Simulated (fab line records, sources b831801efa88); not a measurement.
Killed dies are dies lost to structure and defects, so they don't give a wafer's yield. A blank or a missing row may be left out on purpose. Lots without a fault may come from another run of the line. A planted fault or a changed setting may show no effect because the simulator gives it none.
Which tool did it? | flow sky130 | 12 lots, 36 wafers sampled, at 4 steps of a route of 708

WHAT THE GAUGES READ, wafer by wafer
SKY_VT_ADJUST_HVTP_TW_MEAS_11.
lot  | measured     | on            | VT_ADJUST_HVTP_TW
L163 | day 5 21:57  | film_metro-02 | 1353 1355 1356
L165 | day 7 10:46  | film_metro-02 | 1359 1354 1361
L166 | day 7 11:03  | film_metro-03 | 1365 1367 1364
L168 | day 7 23:09  | film_metro-01 | 1369 1378 1372
L170 | day 8 04:26  | film_metro-02 | 1358 1357 1355
L172 | day 8 09:42  | film_metro-03 | 1363 1366 1368
L173 | day 8 19:12  | film_metro-02 | 1353 1351 1361
L175 | day 9 08:55  | film_metro-02 | 1347 1350 1348
L182 | day 11 19:10 | film_metro-01 | 1372 1373 1370
L183 | day 11 21:11 | film_metro-03 | 1361 1361 1361
L184 | day 11 21:27 | film_metro-01 | 1362 1374 1370
L186 | day 12 08:40 | film_metro-01 | 1365 1371 1370

SKY_VT_ADJUST_LVTN_TW_MEAS_21.
lot  | measured     | on            | VT_ADJUST_LVTN_2_TW
L163 | day 7 11:53  | film_metro-01 | 190.4 189.5 189.8
L165 | day 9 03:08  | film_metro-04 | 190.4 190.9 190.3
L166 | day 9 03:19  | film_metro-01 | 188.9 188.5 189.5
L168 | day 9 17:04  | film_metro-04 | 188.4 190.8 189.1
L170 | day 9 23:10  | film_metro-02 | 186.7 186.5 186.5
L172 | day 10 05:20 | film_metro-04 | 191.3 190.0 190.8
L173 | day 10 15:43 | film_metro-04 | 192.3 190.2 190.0
L175 | day 11 05:59 | film_metro-04 | 190.4 190.0 190.8
L182 | day 13 21:52 | film_metro-02 | 187.2 187.1 188.1
L183 | day 13 23:20 | film_metro-04 | 221.0 222.4 221.9
L184 | day 13 23:46 | film_metro-01 | 221.6 222.8 221.0
L186 | day 14 11:50 | film_metro-04 | 190.9 191.8 191.2

SKY_VT_ADJUST_HVTR_CD_MEAS_07: target cd 380 nm.
lot  | measured     | on        | cd_nm (nm)
L163 | day 9 04:53  | cd_sem-01 | 383.5 381.2 379.8
L165 | day 10 22:16 | cd_sem-02 | 380.9 379.4 382.8
L166 | day 11 00:24 | cd_sem-01 | 381.0 380.3 379.7
L168 | day 11 14:35 | cd_sem-02 | 376.5 380.2 375.5
L170 | day 11 21:16 | cd_sem-01 | 381.5 380.5 377.6
L172 | day 12 03:38 | cd_sem-02 | 383.2 380.4 385.9
L173 | day 12 14:44 | cd_sem-01 | 378.8 380.7 379.5
L175 | day 13 07:15 | cd_sem-02 | 377.2 377.9 377.1
L182 | day 16 02:45 | cd_sem-01 | 385.1 379.0 380.2
L183 | day 16 05:16 | cd_sem-01 | 375.6 376.8 376.6
L184 | day 16 05:24 | cd_sem-01 | 375.6 373.9 372.7
L186 | day 16 17:08 | cd_sem-01 | 377.5 377.9 378.6

WHICH TOOL RAN EACH LOT (tool, then ch and the chambers of the sampled wafers, then the start)
lot  | SKY_VT_ADJUST_LVTN_IMPLANT_19
L163 | implanter-02 ch 0, day 7 11:38
L165 | implanter-01 ch 0, day 9 02:54
L166 | implanter-02 ch 0, day 9 03:04
L168 | implanter-01 ch 0, day 9 16:49
L170 | implanter-04 ch 0, day 9 22:55
L172 | implanter-02 ch 0, day 10 05:05
L173 | implanter-02 ch 0, day 10 15:28
L175 | implanter-01 ch 0, day 11 05:45
L182 | implanter-02 ch 0, day 13 21:38
L183 | implanter-01 ch 0, day 13 23:05
L184 | implanter-01 ch 0, day 13 23:31
L186 | implanter-02 ch 0, day 14 11:36
- SKY_VT_ADJUST_LVTN_IMPLANT_19

WHAT THE TOOLS THEMSELVES READ (means of the sampled wafers that have a number; where no wafer has one, the mark that the record gives instead)
SKY_VT_ADJUST_LVTN_IMPLANT_19.
lot  | tool         | beam_on_s (s) | dose_ions_cm2 | faraday_current_uA
L163 | implanter-02 | 9.95          | 6.499e+11     | 3.68
L165 | implanter-01 | 9.91          | 6.498e+11     | 3.70
L166 | implanter-02 | 9.99          | 6.513e+11     | 3.68
L168 | implanter-01 | 10.06         | 6.494e+11     | 3.65
L170 | implanter-04 | 10.03         | 6.500e+11     | 3.65
L172 | implanter-02 | 10.00         | 6.497e+11     | 3.67
L173 | implanter-02 | 10.10         | 6.497e+11     | 3.63
L175 | implanter-01 | 10.03         | 6.499e+11     | 3.65
L182 | implanter-02 | 10.14         | 6.502e+11     | 3.61
L183 | implanter-01 | 10.00         | 1.127e+12     | 6.35
L184 | implanter-01 | 10.17         | 1.128e+12     | 6.28
L186 | implanter-02 | 10.05         | 6.493e+11     | 3.64

THE ANSWER, worked out from the rows above alone
Rule: what is usual is taken from the lots themselves. Put in order of their means at a reading, lots are off if they are a third of the lots or fewer, leave a main group of 4 or more, and stand apart from it by a gap of 3 or more times the standard deviation of the main group's means; of several such gaps the widest counts. A main group whose means are all the same, to the digits that the tables above print for the reading, isn't used. A lot without any number at a reading at which 4 lots or more have one is off too. The other lots that the step has rows for count as sound. The gauges are gone through in route order, then the tools' own readings, and for those a lot's mean is taken as printed above. The first step at which some lot is off is used, and at that step the reading that is off furthest; a lot without a number counts as furthest.
Off: L183, L184, at SKY_VT_ADJUST_LVTN_TW_MEAS_21 (VT_ADJUST_LVTN_2_TW). The main group: mean 189.6, standard deviation 1.5.
A tool fits if, at a process step before that reading, it ran every lot that is off, and no sound lot after the first of them. The gauges at SKY_VT_ADJUST_LVTN_TW_MEAS_21 aren't tried: what is off there is off at SKY_VT_ADJUST_LVTN_IMPLANT_19 too, on other tools, and a gauge's error can't cause that. One fits: implanter-01 at SKY_VT_ADJUST_LVTN_IMPLANT_19. Its last sound lot is L175 (day 11 05:45), its first lot that is off L183 (day 13 23:05): a fault that began between those two fits.
The tool's own readings at SKY_VT_ADJUST_LVTN_IMPLANT_19 bear it out: on the lots that are off they differ by more than 5 times the standard deviation of the sound lots' means. dose_ions_cm2 reads 1.128e+12 there against 6.499e+11 on the sound lots; faraday_current_uA reads 6.31 there against 3.66 on the sound lots.

WHAT THE SIMULATOR HAD PUT IN
Process parameter drift: implanter-01, from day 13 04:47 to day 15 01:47, at SKY_VT_ADJUST_LVTN_IMPLANT_19. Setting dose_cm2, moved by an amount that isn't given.
Lots struck among those shown: L183, L184. The rule above found the same.
